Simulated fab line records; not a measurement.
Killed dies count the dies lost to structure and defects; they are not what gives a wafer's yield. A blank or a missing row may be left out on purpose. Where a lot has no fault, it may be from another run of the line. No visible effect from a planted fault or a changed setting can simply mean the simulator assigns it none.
Which tool was responsible? / flow gf180mcu / 11 lots, 33 wafers sampled, at 4 steps of a route of 602

## WHAT THE GAUGES READ, wafer by wafer
GF_HV_LDD_THK_MEAS_57.
lot=L152; measured=day 12 15:53; on=film metro-03; HV_LDD_CVD_56_THK (nm)=90.4 91.2 91.1
lot=L153; measured=day 12 23:50; on=film metro-03; HV_LDD_CVD_56_THK (nm)=91.0 91.4 91.0
lot=L157; measured=day 14 13:08; on=film metro-01; HV_LDD_CVD_56_THK (nm)=90.8 90.9 90.9
lot=L158; measured=day 14 23:44; on=film metro-03; HV_LDD_CVD_56_THK (nm)=92.0 92.1 92.4
lot=L160; measured=day 15 10:23; on=film metro-03; HV_LDD_CVD_56_THK (nm)=90.4 89.7 89.6
lot=L161; measured=day 16 01:09; on=film metro-03; HV_LDD_CVD_56_THK (nm)=72.9 70.2 70.0 72.8 70.2 69.9
lot=L162; measured=day 16 17:08; on=film metro-03; HV_LDD_CVD_56_THK (nm)=87.5 83.2 78.2 87.5 83.3 78.2
lot=L163; measured=day 17 05:40; on=film metro-04; HV_LDD_CVD_56_THK (nm)=88.7 89.4 89.7
lot=L172; measured=day 19 10:17; on=film metro-03; HV_LDD_CVD_56_THK (nm)=90.2 90.3 90.6
lot=L173; measured=day 19 20:28; on=film metro-03; HV_LDD_CVD_56_THK (nm)=90.6 91.0 90.4
lot=L174; measured=day 20 03:05; on=film metro-04; HV_LDD_CVD_56_THK (nm)=89.4 89.6 89.2

## TOOL THAT RAN EACH LOT (tool first, then ch and the chambers of the sampled wafers, then the start)
lot=L152; GF_HV_LDD_STRIP_37=plasma asher-01 ch 0,1, day 11 16:43; GF_HV_LDD_RTA_52=rtp anneal-02 ch 0, day 12 13:11; GF_HV_LDD_CVD_56=lpcvd-02 ch 0, day 12 14:26
lot=L153; GF_HV_LDD_STRIP_37=plasma asher-01 ch 0,1, day 12 00:30; GF_HV_LDD_RTA_52=rtp anneal-01 ch 0, day 12 20:25; GF_HV_LDD_CVD_56=lpcvd-02 ch 0, day 12 21:41
lot=L157; GF_HV_LDD_STRIP_37=plasma asher-01 ch 0,1, day 13 11:23; GF_HV_LDD_RTA_52=rtp anneal-02 ch 0, day 14 09:10; GF_HV_LDD_CVD_56=lpcvd-01 ch 0, day 14 11:41
lot=L158; GF_HV_LDD_STRIP_37=plasma asher-04 ch 0,1, day 13 23:46; GF_HV_LDD_RTA_52=rtp anneal-02 ch 0, day 14 21:02; GF_HV_LDD_CVD_56=lpcvd-02 ch 1, day 14 22:17
lot=L160; GF_HV_LDD_STRIP_37=plasma asher-02 ch 0,1, day 14 09:50; GF_HV_LDD_RTA_52=rtp anneal-01 ch 0, day 15 07:41; GF_HV_LDD_CVD_56=lpcvd-02 ch 1, day 15 08:55
lot=L161; GF_HV_LDD_STRIP_37=plasma asher-04 ch 0,1, day 15 00:44; GF_HV_LDD_RTA_52=rtp anneal-01 ch 0, day 15 22:27; GF_HV_LDD_CVD_56=lpcvd-02 ch 0, day 15 23:43
lot=L162; GF_HV_LDD_STRIP_37=plasma asher-01 ch 0,1, day 15 14:11; GF_HV_LDD_RTA_52=rtp anneal-02 ch 0, day 16 13:10; GF_HV_LDD_CVD_56=lpcvd-02 ch 0, day 16 15:42
lot=L163; GF_HV_LDD_STRIP_37=plasma asher-04 ch 0,1, day 16 03:25; GF_HV_LDD_RTA_52=rtp anneal-01 ch 0, day 17 01:44; GF_HV_LDD_CVD_56=lpcvd-01 ch 1, day 17 03:29
lot=L172; GF_HV_LDD_STRIP_37=plasma asher-04 ch 0,1, day 18 07:46; GF_HV_LDD_RTA_52=rtp anneal-01 ch 0, day 19 07:35; GF_HV_LDD_CVD_56=lpcvd-01 ch 0, day 19 08:50
lot=L173; GF_HV_LDD_STRIP_37=plasma asher-04 ch 0,1, day 18 17:14; GF_HV_LDD_RTA_52=rtp anneal-01 ch 0, day 19 17:47; GF_HV_LDD_CVD_56=lpcvd-02 ch 1, day 19 19:01
lot=L174; GF_HV_LDD_STRIP_37=plasma asher-04 ch 0,1, day 18 23:50; GF_HV_LDD_RTA_52=rtp anneal-02 ch 0, day 20 00:23; GF_HV_LDD_CVD_56=lpcvd-01 ch 0, day 20 01:38
- GF_HV_LDD_STRIP_37: strips in O2/N2.
- GF_HV_LDD_RTA_52: time 10 s.
- GF_HV_LDD_CVD_56: deposits Si3N4 from DCS/NH3, target thk 90 nm, time 1543 s.

## THE ANSWER, worked out from the rows above alone
Rule: usual is defined by the lots themselves. The widest of any qualifying gaps counts: lots, ordered by their means at a reading, are off when they make up no more than a third of the lots, leave a main group of 4 or more, and stand apart from it by 3 or more times the standard deviation of that group's means. A main group is skipped when, at the precision printed for the reading in the tables above, its means are all equal. A lot without any number at a reading at which 4 lots or more have one is off too. Any other lot the step has rows for is counted as sound.
Off: L161, L162, at GF_HV_LDD_THK_MEAS_57 (HV_LDD_CVD_56_THK). For the main group the mean is 90.5 nm and the standard deviation 0.86.
A tool fits if, at a process step before that reading, it ran every lot that is off, and no sound lot after the first of them. Gauges at GF_HV_LDD_THK_MEAS_57: tried the same way as those tools. Not one of the candidates tried fits.

## WHAT THE SIMULATOR HAD PUT IN
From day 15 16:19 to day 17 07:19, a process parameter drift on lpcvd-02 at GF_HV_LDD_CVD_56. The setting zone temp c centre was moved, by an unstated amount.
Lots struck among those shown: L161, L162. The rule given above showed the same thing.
